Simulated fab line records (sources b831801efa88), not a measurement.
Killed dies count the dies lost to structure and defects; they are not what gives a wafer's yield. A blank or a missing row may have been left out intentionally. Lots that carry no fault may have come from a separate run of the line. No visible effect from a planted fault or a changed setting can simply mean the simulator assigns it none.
Which of the tools did it? ; flow gf180mcu ; 36 wafers from 12 lots sampled at 6 of the route's 602 steps

== WHAT EACH GAUGE READ, for each wafer ==
GF_M2_RS_MEAS_05: measurement is done with a four-point probe. Usual: M2_ALCU_RS gives 0.0694 ohm/sq (standard deviation 0.00077).
lot;measured;on;M2_ALCU_RS (ohm/sq);flag
L688;day 18 01:54;film_metro-01;0.0699 0.0686 0.0699;
L689;day 18 07:04;film_metro-01;0.0701 0.0701 0.0691;
L690;day 19 03:31;film_metro-01;0.0685 0.0681 0.0695;
L691;day 19 10:58;film_metro-02;0.0684 0.0700 0.0696;
L693;day 20 01:41;film_metro-03;0.0700 0.0700 0.0697;
L695;day 20 23:08;film_metro-01;0.0688 0.0687 0.0704;
L698;day 22 02:53;film_metro-02;0.0695 0.0475 0.0684;OFF
L705;day 24 17:31;film_metro-02;0.0703 0.0696 0.0695;
L706;day 24 20:11;film_metro-03;0.0691 0.0691 0.0690;
L708;day 25 11:20;film_metro-03;0.0703 0.0690 0.0696;
L709;day 25 12:49;film_metro-01;0.0695 0.0689 0.0691;
L710;day 25 20:23;film_metro-01;0.0683 0.0690 0.0694;

GF_M2_THK_MEAS_06: measures by xrf. Usual: M2_ALCU_THK gives 448 nm (standard deviation 5.1).
lot;measured;on;M2_ALCU_THK (nm);flag
L688;day 18 02:01;film_metro-01;444 450 441;
L689;day 18 07:11;film_metro-01;443 441 447;
L690;day 19 03:38;film_metro-01;453 460 451;
L691;day 19 11:04;film_metro-02;455 448 446;
L693;day 20 01:48;film_metro-03;445 444 445;
L695;day 20 23:14;film_metro-01;453 452 440;
L698;day 22 03:00;film_metro-02;450 654 453;OFF
L705;day 24 17:37;film_metro-02;445 445 447;
L706;day 24 20:18;film_metro-03;446 447 449;
L708;day 25 11:27;film_metro-03;442 450 445;
L709;day 25 12:55;film_metro-01;447 451 451;
L710;day 25 20:30;film_metro-01;457 448 446;

== EACH LOT AND THE TOOL THAT RAN IT (in order: tool; ch and the chambers of the sampled wafers; start) ==
lot;GF_M1_SPUTTER_04;GF_M1_METAL_ETCH_16;GF_V1_CVD_23;GF_M2_SPUTTER_02
L688;pvd_sputter-02, day 16 01:35;rie_metal-03 ch 0,1, day 16 23:49;cvd_w-02 ch 0,1, day 18 01:04;pvd_sputter-02, day 18 01:47
L689;pvd_sputter-02, day 16 07:22;rie_metal-04 ch 0,1, day 17 05:55;cvd_w-01 ch 0,1, day 18 06:15;pvd_sputter-02, day 18 06:58
L690;pvd_sputter-04, day 17 01:31;rie_metal-02 ch 0,1, day 18 01:01;cvd_w-02 ch 0,1, day 19 02:41;pvd_sputter-02, day 19 03:25
L691;pvd_sputter-04, day 17 08:38;rie_metal-03 ch 0,1, day 18 07:37;cvd_w-01 ch 0,1, day 19 10:08;pvd_sputter-02, day 19 10:51
L693;pvd_sputter-02, day 17 22:41;rie_metal-02 ch 0,1, day 18 22:20;cvd_w-02 ch 0,1, day 20 00:52;pvd_sputter-01, day 20 01:35
L695;pvd_sputter-04, day 18 18:05;rie_metal-02 ch 0,1, day 19 18:43;cvd_w-01 ch 0,1, day 20 22:18;pvd_sputter-02, day 20 23:01
L698;pvd_sputter-02, day 20 00:20;rie_metal-02 ch 0,1, day 21 00:22;cvd_w-02 ch 0,1, day 22 02:04;pvd_sputter-02, day 22 02:47
L705;pvd_sputter-03, day 22 17:35;rie_metal-02 ch 0,1, day 23 16:45;cvd_w-02 ch 0,1, day 24 16:43;pvd_sputter-04, day 24 17:23
L706;pvd_sputter-03, day 22 20:59;rie_metal-03 ch 0,1, day 23 20:02;cvd_w-01 ch 0,1, day 24 19:22;pvd_sputter-04, day 24 20:05
L708;pvd_sputter-04, day 23 10:42;rie_metal-02 ch 0,1, day 24 10:50;cvd_w-02 ch 0,1, day 25 10:31;pvd_sputter-04, day 25 11:14
L709;pvd_sputter-02, day 23 13:23;rie_metal-03 ch 0,1, day 24 12:25;cvd_w-02 ch 0,1, day 25 12:01;pvd_sputter-02, day 25 12:41
L710;pvd_sputter-04, day 23 21:41;rie_metal-02 ch 0,1, day 24 19:52;cvd_w-02 ch 0,1, day 25 19:34;pvd_sputter-04, day 25 20:17
- GF_M1_SPUTTER_04: material TiN, target thk 50 nm, time 41.7 s.
- GF_M1_METAL_ETCH_16: etches the open film in Cl2/BCl3, stops on SiO2, target depth 750.8 nm, time 125.1 s.
- GF_V1_CVD_23: deposits W, target thk 350 nm, time 105.05 s.
- GF_M2_SPUTTER_02: material AlCu, target thk 450 nm, time 23.9 s.

== WHAT THE TOOLS THEMSELVES READ (means of the sampled wafers that have a number; where no wafer has one, the mark that the record gives instead) ==
GF_M1_SPUTTER_04. Usual: 30.4 % for throttle_valve_pct, sd 1.
lot;tool;throttle_valve_pct (%);flag
L688;pvd_sputter-02;29.7;
L689;pvd_sputter-02;30.0;
L690;pvd_sputter-04;29.8;
L691;pvd_sputter-04;29.4;
L693;pvd_sputter-02;30.6;
L695;pvd_sputter-04;30.8;
L698;pvd_sputter-02;30.4;
L705;pvd_sputter-03;31.1;
L706;pvd_sputter-03;30.8;
L708;pvd_sputter-04;29.9;
L709;pvd_sputter-02;30.5;
L710;pvd_sputter-04;29.7;

GF_M1_METAL_ETCH_16. Usual: drypump_motor_current_A 6.0 A, standard deviation 0.44; oes_product_au 0.989 a.u., standard deviation 0.0064; throttle_valve_pct 28.230 %, standard deviation 0.011.
lot;tool;drypump_motor_current_A (A);oes_product_au (a.u.);throttle_valve_pct (%);flag
L688;rie_metal-03;5.7;0.981;28.241;
L689;rie_metal-04;5.9;0.996;28.222;
L690;rie_metal-02;6.3;0.992;28.227;
L691;rie_metal-03;5.7;0.993;28.227;
L693;rie_metal-02;6.3;0.985;28.224;
L695;rie_metal-02;6.2;0.990;28.221;
L698;rie_metal-02;6.3;0.993;28.232;
L705;rie_metal-02;6.1;0.993;28.225;
L706;rie_metal-03;6.1;0.985;28.230;
L708;rie_metal-02;6.3;0.987;28.229;
L709;rie_metal-03;6.0;0.987;28.231;
L710;rie_metal-02;6.2;0.987;28.221;

GF_V1_CVD_23. Usual: 951 W for heater_power_w, sd 93.
lot;tool;heater_power_w (W);flag
L688;cvd_w-02;995;
L689;cvd_w-01;859;
L690;cvd_w-02;1006;
L691;cvd_w-01;858;
L693;cvd_w-02;984;
L695;cvd_w-01;915;
L698;cvd_w-02;1019;
L705;cvd_w-02;991;
L706;cvd_w-01;852;
L708;cvd_w-02;979;
L709;cvd_w-02;993;
L710;cvd_w-02;984;

GF_M2_SPUTTER_02. Usual: 30.0 % for throttle_valve_pct, sd 1.1.
lot;tool;throttle_valve_pct (%);flag
L688;pvd_sputter-02;30.8;
L689;pvd_sputter-02;30.4;
L690;pvd_sputter-02;29.9;
L691;pvd_sputter-02;31.3;
L693;pvd_sputter-01;28.6;
L695;pvd_sputter-02;30.7;
L698;pvd_sputter-02;30.5;
L705;pvd_sputter-04;30.5;
L706;pvd_sputter-04;30.5;
L708;pvd_sputter-04;29.8;
L709;pvd_sputter-02;31.3;
L710;pvd_sputter-04;29.7;

== THE ANSWER, worked out from the rows above alone ==
Rule: lot off if the mean of its wafers having a number is beyond 3 standard deviations from the usual mean. Also off: a lot with no number at a reading for which 4 or more lots have one. Where the step has rows for the other lots, those lots are counted as sound. The gauges are gone through in route order, then the tools' own readings, and for those a lot's mean is taken as printed above. At the first step where some lot is off, the reading lying furthest off is the one used; lots without a number count as furthest.
Off: at GF_M2_RS_MEAS_05 (M2_ALCU_RS), L698.
A tool fits if, at a process step before that reading, it ran every lot that is off, and no sound lot after the first of them. Those tools and the gauges at GF_M2_RS_MEAS_05 are tried in the same way. No candidate that was tried fits.

== WHAT THE SIMULATOR HAD PUT IN ==
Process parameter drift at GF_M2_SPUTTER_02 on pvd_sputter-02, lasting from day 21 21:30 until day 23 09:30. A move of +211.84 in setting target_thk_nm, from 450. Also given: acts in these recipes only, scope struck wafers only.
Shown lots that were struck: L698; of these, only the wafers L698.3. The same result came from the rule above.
